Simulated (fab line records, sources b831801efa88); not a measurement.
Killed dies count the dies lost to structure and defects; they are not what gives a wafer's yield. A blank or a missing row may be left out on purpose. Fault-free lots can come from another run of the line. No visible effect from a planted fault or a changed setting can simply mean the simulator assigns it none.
Lot-split experiment / flow sfq line / on a route of 325 steps: 5 lots, 23 wafers read

## ABOUT THE SPLIT
At SFQ_TRILAYER_M4_LITHO_COAT_098 (resist thk 62 nm), the setting spin rpm was moved away from the recipe's 3000 rpm on 5 of the 23 wafers read, by -3.9% to -2.3%. This setting was run at the recipe's value on the other wafers.

Reading taken at the split's own step.

## THE READING
BARC_of_TRILAYER_M4_LITHO_COAT_098.thk nm (the simulator's own value, which no gauge read), in nm, at SFQ_TRILAYER_M4_LITHO_COAT_098 (resist thk 62 nm). No usual value for it is given in the file. Here, 18 wafers ran the recipe; their average is 62.04 nm with a standard deviation of 0.21 nm.

wafer=L074.1; tool, chamber at the split=litho track-01, 0; spin rpm as run, rpm=3000; against the recipe=recipe; BARC_of_TRILAYER_M4_LITHO_COAT_098.thk nm, nm=62.31; against lot-mates on the recipe=-
wafer=L074.2; tool, chamber at the split=litho track-01, 0; spin rpm as run, rpm=3000; against the recipe=recipe; BARC_of_TRILAYER_M4_LITHO_COAT_098.thk nm, nm=62.25; against lot-mates on the recipe=-
wafer=L074.3; tool, chamber at the split=litho track-01, 0; spin rpm as run, rpm=3000; against the recipe=recipe; BARC_of_TRILAYER_M4_LITHO_COAT_098.thk nm, nm=62.28; against lot-mates on the recipe=-
wafer=L074.4; tool, chamber at the split=litho track-01, 0; spin rpm as run, rpm=3000; against the recipe=recipe; BARC_of_TRILAYER_M4_LITHO_COAT_098.thk nm, nm=62.37; against lot-mates on the recipe=-
wafer=L074.5; tool, chamber at the split=litho track-01, 0; spin rpm as run, rpm=3000; against the recipe=recipe; BARC_of_TRILAYER_M4_LITHO_COAT_098.thk nm, nm=62.14; against lot-mates on the recipe=-
wafer=L077.1; tool, chamber at the split=litho track-04, 0; spin rpm as run, rpm=2931; against the recipe=-2.3%; BARC_of_TRILAYER_M4_LITHO_COAT_098.thk nm, nm=62.95; against lot-mates on the recipe=+0.91
wafer=L077.2; tool, chamber at the split=litho track-04, 0; spin rpm as run, rpm=3000; against the recipe=recipe; BARC_of_TRILAYER_M4_LITHO_COAT_098.thk nm, nm=61.96; against lot-mates on the recipe=-
wafer=L077.3; tool, chamber at the split=litho track-04, 0; spin rpm as run, rpm=3000; against the recipe=recipe; BARC_of_TRILAYER_M4_LITHO_COAT_098.thk nm, nm=62.1; against lot-mates on the recipe=-
wafer=L077.4; tool, chamber at the split=litho track-04, 0; spin rpm as run, rpm=2931; against the recipe=-2.3%; BARC_of_TRILAYER_M4_LITHO_COAT_098.thk nm, nm=62.59; against lot-mates on the recipe=+0.55
wafer=L077.5; tool, chamber at the split=litho track-04, 0; spin rpm as run, rpm=3000; against the recipe=recipe; BARC_of_TRILAYER_M4_LITHO_COAT_098.thk nm, nm=62.06; against lot-mates on the recipe=-
wafer=L078.2; tool, chamber at the split=litho track-02, 0; spin rpm as run, rpm=3000; against the recipe=recipe; BARC_of_TRILAYER_M4_LITHO_COAT_098.thk nm, nm=61.58; against lot-mates on the recipe=-
wafer=L078.3; tool, chamber at the split=litho track-02, 0; spin rpm as run, rpm=2883; against the recipe=-3.9%; BARC_of_TRILAYER_M4_LITHO_COAT_098.thk nm, nm=63.05; against lot-mates on the recipe=+1.38
wafer=L078.4; tool, chamber at the split=litho track-02, 0; spin rpm as run, rpm=2883; against the recipe=-3.9%; BARC_of_TRILAYER_M4_LITHO_COAT_098.thk nm, nm=62.9; against lot-mates on the recipe=+1.23
wafer=L078.5; tool, chamber at the split=litho track-02, 0; spin rpm as run, rpm=3000; against the recipe=recipe; BARC_of_TRILAYER_M4_LITHO_COAT_098.thk nm, nm=61.76; against lot-mates on the recipe=-
wafer=L078.6; tool, chamber at the split=litho track-02, 0; spin rpm as run, rpm=2883; against the recipe=-3.9%; BARC_of_TRILAYER_M4_LITHO_COAT_098.thk nm, nm=62.98; against lot-mates on the recipe=+1.31
wafer=L079.1; tool, chamber at the split=litho track-01, 0; spin rpm as run, rpm=3000; against the recipe=recipe; BARC_of_TRILAYER_M4_LITHO_COAT_098.thk nm, nm=62.01; against lot-mates on the recipe=-
wafer=L079.2; tool, chamber at the split=litho track-01, 0; spin rpm as run, rpm=3000; against the recipe=recipe; BARC_of_TRILAYER_M4_LITHO_COAT_098.thk nm, nm=61.87; against lot-mates on the recipe=-
wafer=L079.3; tool, chamber at the split=litho track-01, 0; spin rpm as run, rpm=3000; against the recipe=recipe; BARC_of_TRILAYER_M4_LITHO_COAT_098.thk nm, nm=62.02; against lot-mates on the recipe=-
wafer=L079.5; tool, chamber at the split=litho track-01, 0; spin rpm as run, rpm=3000; against the recipe=recipe; BARC_of_TRILAYER_M4_LITHO_COAT_098.thk nm, nm=61.96; against lot-mates on the recipe=-
wafer=L079.6; tool, chamber at the split=litho track-01, 0; spin rpm as run, rpm=3000; against the recipe=recipe; BARC_of_TRILAYER_M4_LITHO_COAT_098.thk nm, nm=61.7; against lot-mates on the recipe=-
wafer=L081.1; tool, chamber at the split=litho track-04, 0; spin rpm as run, rpm=3000; against the recipe=recipe; BARC_of_TRILAYER_M4_LITHO_COAT_098.thk nm, nm=62.05; against lot-mates on the recipe=-
wafer=L081.4; tool, chamber at the split=litho track-04, 0; spin rpm as run, rpm=3000; against the recipe=recipe; BARC_of_TRILAYER_M4_LITHO_COAT_098.thk nm, nm=62.18; against lot-mates on the recipe=-
wafer=L081.6; tool, chamber at the split=litho track-04, 0; spin rpm as run, rpm=3000; against the recipe=recipe; BARC_of_TRILAYER_M4_LITHO_COAT_098.thk nm, nm=62.07; against lot-mates on the recipe=-

THE FIT
A straight line over all 23 wafers: BARC_of_TRILAYER_M4_LITHO_COAT_098.thk nm changes by -0.254 nm for each +1% of spin rpm; r = -0.87; the points scatter about the line by 0.21 nm.
The same after taking each lot's own level away (the mean of its wafers on the recipe; 23 wafers): -0.332 nm for each +1%; r = -0.98; scatter 0.1 nm.
Per that fit: largest spin rpm move, reading shift of 1.3 nm.
Measured against the standard deviation above, the lots' own levels, which go from 61.670 to 62.270 nm, span 2.9 times it.
So the lot-to-lot level changes the slope: the two fits differ.
Check: for one of the wafers moved furthest among these (-3.9%), held out of the fit, the line's prediction against its lot-mates is +1.26 nm. It came out at +1.38 nm against them.

## THE OTHER SPLITS THESE WAFERS WENT THROUGH
These wafers also went through other splits before the reading. Each is held against what the fit with the lots' levels taken away leaves over:
other split on the same wafers=SFQ_TRILAYER_I1_VIA_BARC_OPEN_VIA_ETCH_071 bias w; wafers away from the commonest value=4; r with BARC_of_TRILAYER_M4_LITHO_COAT_098.thk nm (lot level and that fit taken away)=-0.10
other split on the same wafers=SFQ_TRILAYER_M2_LITHO_COAT_062 spin rpm; wafers away from the commonest value=11; r with BARC_of_TRILAYER_M4_LITHO_COAT_098.thk nm (lot level and that fit taken away)=+0.05
other split on the same wafers=SFQ_TRILAYER_M2_ETCH_METAL_ETCH_060 icp w; wafers away from the commonest value=4; r with BARC_of_TRILAYER_M4_LITHO_COAT_098.thk nm (lot level and that fit taken away)=+0.40
other split on the same wafers=SFQ_TRILAYER_I2_VIA_LITHO_COAT_067 spin rpm; wafers away from the commonest value=10; r with BARC_of_TRILAYER_M4_LITHO_COAT_098.thk nm (lot level and that fit taken away)=-0.42
other split on the same wafers=SFQ_TRILAYER_I2_VIA_BARC_OPEN_VIA_ETCH_096 bias w; wafers away from the commonest value=11; r with BARC_of_TRILAYER_M4_LITHO_COAT_098.thk nm (lot level and that fit taken away)=-0.16
other split on the same wafers=SFQ_TRILAYER_I3_VIA_LITHO_COAT_090 spin rpm; wafers away from the commonest value=7; r with BARC_of_TRILAYER_M4_LITHO_COAT_098.thk nm (lot level and that fit taken away)=+0.07

## FILE'S OWN FIT
BARC_of_TRILAYER_M4_LITHO_COAT_098.thk nm changes by -0.33 nm for each +1% of spin rpm, r = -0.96.
